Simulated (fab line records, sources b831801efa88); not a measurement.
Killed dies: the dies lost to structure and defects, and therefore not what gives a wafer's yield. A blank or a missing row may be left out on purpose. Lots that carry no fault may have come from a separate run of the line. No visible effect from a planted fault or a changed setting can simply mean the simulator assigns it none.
Check for tools in common :: flow sky130 :: Lots sampled 11, wafers sampled 39

== WHY IT WAS OPENED ==
Of 11 lots, 2 have the reading POLY_GATE_CVD_00_THK flagged at SKY_POLY_GATE_THK_MEAS_01. No-fault wafers: 179.6 nm, standard deviation 1.6.
Rule: flag the lot when none of its wafers has a number, or when each of its wafers that has one lies beyond 4 standard deviations from that mean. The rest of the lots are taken to be sound.

lot: L726
measured: day 13 18:35
on: filmMetro-03
POLY_GATE_CVD_00_THK (nm), wafer by wafer: 182.0 182.9 181.9
flag: 

lot: L728
measured: day 14 11:46
on: filmMetro-04
POLY_GATE_CVD_00_THK (nm), wafer by wafer: 179.8 178.9 179.0
flag: 

lot: L729
measured: day 14 20:06
on: filmMetro-04
POLY_GATE_CVD_00_THK (nm), wafer by wafer: 125.4 125.8 125.5 125.5 125.8 125.4
flag: FLAGGED

lot: L730
measured: day 15 07:39
on: filmMetro-03
POLY_GATE_CVD_00_THK (nm), wafer by wafer: 122.9 124.3 125.7 122.9 124.4 125.7
flag: FLAGGED

lot: L739
measured: day 18 09:25
on: filmMetro-04
POLY_GATE_CVD_00_THK (nm), wafer by wafer: 177.9 178.2 177.9
flag: 

lot: L740
measured: day 18 19:29
on: filmMetro-03
POLY_GATE_CVD_00_THK (nm), wafer by wafer: 180.6 179.4 179.8
flag: 

lot: L741
measured: day 19 08:17
on: filmMetro-02
POLY_GATE_CVD_00_THK (nm), wafer by wafer: 176.3 177.7 177.8
flag: 

lot: L744
measured: day 20 02:12
on: filmMetro-02
POLY_GATE_CVD_00_THK (nm), wafer by wafer: 179.3 179.5 180.1
flag: 

lot: L747
measured: day 21 00:16
on: filmMetro-03
POLY_GATE_CVD_00_THK (nm), wafer by wafer: 177.1 177.4 178.8
flag: 

lot: L748
measured: day 21 14:44
on: filmMetro-03
POLY_GATE_CVD_00_THK (nm), wafer by wafer: 177.8 179.3 178.3
flag: 

lot: L749
measured: day 23 05:32
on: filmMetro-02
POLY_GATE_CVD_00_THK (nm), wafer by wafer: 181.8 180.3 181.2
flag: 
Average over the flagged lots: 124.9 nm; offset from the usual -54.7 nm, equal to -34 standard deviations.

== LOT BY LOT: THE TOOL USED ==
3 process steps preceding the reading are held in the record, out of 708 steps in the route. Read each cell as the tool, then ch plus the chambers that the sampled wafers visited, then the start.
lot: L726
flag: 
SKY_FIELD_ISO_ETCH_17: rieSi-02 ch 1,3, day 2 08:30
SKY_NWELL_STRIP_14: plasmaAsher-01 ch 0, day 4 13:52
SKY_POLY_GATE_CVD_00: lpcvd-01 ch 1, day 13 17:22

lot: L728
flag: 
SKY_FIELD_ISO_ETCH_17: rieSi-01 ch 0,3, day 2 17:41
SKY_NWELL_STRIP_14: plasmaAsher-01 ch 0,1, day 5 03:19
SKY_POLY_GATE_CVD_00: lpcvd-01 ch 1, day 14 10:32

lot: L729
flag: FLAGGED
SKY_FIELD_ISO_ETCH_17: rieSi-02 ch 0,1,3, day 2 21:44
SKY_NWELL_STRIP_14: plasmaAsher-04 ch 0,1, day 5 06:31
SKY_POLY_GATE_CVD_00: lpcvd-01 ch 1, day 14 18:54

lot: L730
flag: FLAGGED
SKY_FIELD_ISO_ETCH_17: rieSi-02 ch 0,1,3, day 3 06:05
SKY_NWELL_STRIP_14: plasmaAsher-04 ch 0,1, day 5 14:17
SKY_POLY_GATE_CVD_00: lpcvd-01 ch 1, day 15 06:27

lot: L739
flag: 
SKY_FIELD_ISO_ETCH_17: rieSi-01 ch 0,1,2, day 4 23:26
SKY_NWELL_STRIP_14: plasmaAsher-03 ch 0,1, day 7 16:16
SKY_POLY_GATE_CVD_00: lpcvd-01 ch 1, day 18 08:13

lot: L740
flag: 
SKY_FIELD_ISO_ETCH_17: rieSi-02 ch 0,1,2, day 5 08:29
SKY_NWELL_STRIP_14: plasmaAsher-04 ch 0,1, day 8 01:31
SKY_POLY_GATE_CVD_00: lpcvd-01 ch 0, day 18 18:17

lot: L741
flag: 
SKY_FIELD_ISO_ETCH_17: rieSi-02 ch 0,1,3, day 5 12:29
SKY_NWELL_STRIP_14: plasmaAsher-03 ch 0,1, day 8 06:02
SKY_POLY_GATE_CVD_00: lpcvd-01 ch 0, day 19 07:04

lot: L744
flag: 
SKY_FIELD_ISO_ETCH_17: rieSi-02 ch 0,2,3, day 6 01:56
SKY_NWELL_STRIP_14: plasmaAsher-03 ch 0,1, day 8 22:08
SKY_POLY_GATE_CVD_00: lpcvd-01 ch 0, day 20 01:00

lot: L747
flag: 
SKY_FIELD_ISO_ETCH_17: rieSi-02 ch 0,1, day 6 18:53
SKY_NWELL_STRIP_14: plasmaAsher-04 ch 0,1, day 9 13:55
SKY_POLY_GATE_CVD_00: lpcvd-01 ch 1, day 20 22:28

lot: L748
flag: 
SKY_FIELD_ISO_ETCH_17: rieSi-01 ch 0,2, day 7 02:23
SKY_NWELL_STRIP_14: plasmaAsher-03 ch 0,1, day 9 21:44
SKY_POLY_GATE_CVD_00: lpcvd-01 ch 0, day 21 13:32

lot: L749
flag: 
SKY_FIELD_ISO_ETCH_17: rieSi-01 ch 0,2,3, day 7 06:29
SKY_NWELL_STRIP_14: plasmaAsher-04 ch 0,1, day 10 06:04
SKY_POLY_GATE_CVD_00: lpcvd-01 ch 0, day 23 03:43
What is done by these steps:
- SKY_FIELD_ISO_ETCH_17: etches Si in HBr/Cl2/O2, target depth 342 nm, time 97.7 s.
- SKY_NWELL_STRIP_14: strips in O2/N2.
- SKY_POLY_GATE_CVD_00: deposits poly-Si, target thk 180 nm, time 720 s.
- SKY_POLY_GATE_THK_MEAS_01

== FLAGGED AGAINST TOTAL, ONE TOOL AT A TIME (gauges that did the reading follow at the end) ==
step: SKY_FIELD_ISO_ETCH_17
tool: rieSi-01
lots run: 4
flagged: 0
share of the flagged lots: none
sound lots run after its first flagged lot: -

step: SKY_FIELD_ISO_ETCH_17
tool: rieSi-02
lots run: 7
flagged: 2
share of the flagged lots: all
sound lots run after its first flagged lot: 4 (L740,L741,L744,L747)

step: SKY_NWELL_STRIP_14
tool: plasmaAsher-01
lots run: 2
flagged: 0
share of the flagged lots: none
sound lots run after its first flagged lot: -

step: SKY_NWELL_STRIP_14
tool: plasmaAsher-03
lots run: 4
flagged: 0
share of the flagged lots: none
sound lots run after its first flagged lot: -

step: SKY_NWELL_STRIP_14
tool: plasmaAsher-04
lots run: 5
flagged: 2
share of the flagged lots: all
sound lots run after its first flagged lot: 3 (L740,L747,L749)

step: SKY_POLY_GATE_CVD_00
tool: lpcvd-01
lots run: 11
flagged: 2
share of the flagged lots: all
sound lots run after its first flagged lot: 7 (L739,L740,L741,L744,L747,L748,L749)

step: SKY_POLY_GATE_THK_MEAS_01
tool: filmMetro-02
lots run: 3
flagged: 0
share of the flagged lots: none
sound lots run after its first flagged lot: -

step: SKY_POLY_GATE_THK_MEAS_01
tool: filmMetro-03
lots run: 5
flagged: 1
share of the flagged lots: some
sound lots run after its first flagged lot: 3 (L740,L747,L748)

step: SKY_POLY_GATE_THK_MEAS_01
tool: filmMetro-04
lots run: 3
flagged: 1
share of the flagged lots: some
sound lots run after its first flagged lot: 1 (L739)

== WHAT THE TABLE ALLOWS ==
In the table, 3 rows ran each flagged lot (rieSi-02 at SKY_FIELD_ISO_ETCH_17; plasmaAsher-04 at SKY_NWELL_STRIP_14; lpcvd-01 at SKY_POLY_GATE_CVD_00).
- rieSi-02 at SKY_FIELD_ISO_ETCH_17 ran 7 lots, 2 of them flagged. Lots that were sound ran on it after the first flagged one (L740, L741, L744, L747); a persistent fault on the entire tool would not allow that.
- plasmaAsher-04 at SKY_NWELL_STRIP_14 ran 5 lots, 2 of them flagged. Lots that were sound ran on it after the first flagged one (L740, L747, L749); a persistent fault on the entire tool would not allow that.
- lpcvd-01 at SKY_POLY_GATE_CVD_00 ran 11 lots, 2 of them flagged. Lots that were sound ran on it after the first flagged one (L739, L740, L741, L744, L747, L748, L749); a persistent fault on the entire tool would not allow that.
There is no row in the table that ran each flagged lot and no sound lot after the first.

== WHAT THE SIMULATOR PUT IN ==
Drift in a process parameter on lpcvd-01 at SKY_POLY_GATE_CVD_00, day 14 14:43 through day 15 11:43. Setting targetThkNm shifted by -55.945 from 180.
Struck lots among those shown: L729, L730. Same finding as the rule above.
